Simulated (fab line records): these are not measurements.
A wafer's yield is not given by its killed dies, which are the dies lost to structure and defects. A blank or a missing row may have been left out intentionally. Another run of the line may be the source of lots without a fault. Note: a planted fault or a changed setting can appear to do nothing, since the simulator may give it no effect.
Which tool is to blame?	flow gf180mcu	Sampling: 7 lots, 21 wafers, 2 of 602 route steps

## WHAT EACH GAUGE READ, for each wafer
GF_V5_THK_MEAS_01.
lot	measured	on	V5_CVD_00_THK (nm)
L658	day 26 09:57	film_metro-01	300.8 304.2 299.9
L660	day 27 02:29	film_metro-03	298.8 297.7 301.8
L662	day 27 20:05	film_metro-03	299.3 300.6 299.1
L664	day 28 12:24	film_metro-01	298.4 297.7 303.3
L672	day 31 05:21	film_metro-02	300.3 298.1 298.0
L677	day 32 15:15	film_metro-02	300.9 294.1 298.6
L680	day 32 21:14	film_metro-01	300.7 301.0 298.2

## WHICH TOOL RAN EACH LOT (tool, then ch and the chambers of the sampled wafers, then the start)
lot	GF_MIM_SPUTTER_01
L658	pvd_sputter-03, day 24 13:49
L660	pvd_sputter-01, day 25 07:16
L662	pvd_sputter-02, day 26 01:31
L664	pvd_sputter-03, day 26 19:54
L672	pvd_sputter-01, day 29 14:58
L677	pvd_sputter-02, day 31 04:44
L680	pvd_sputter-03, day 31 10:46
- GF_MIM_SPUTTER_01: material TiN, target thk 30 nm, time 25 s.

## THE ANSWER, worked out from the rows above alone
Rule: the usual values come from the lots themselves. The widest of any qualifying gaps counts: lots, ordered by their means at a reading, are off when they make up no more than a third of the lots, leave a main group of 4 or more, and stand apart from it by 3 or more times the standard deviation of that group's means. A main group is skipped when, at the precision printed for the reading in the tables above, its means are all equal. A lot without any number at a reading at which 4 lots or more have one is off too. All remaining lots with rows at the step are treated as sound.
No lot is off at any reading shown: from this, nothing can be told.

## WHAT THE SIMULATOR PUT IN
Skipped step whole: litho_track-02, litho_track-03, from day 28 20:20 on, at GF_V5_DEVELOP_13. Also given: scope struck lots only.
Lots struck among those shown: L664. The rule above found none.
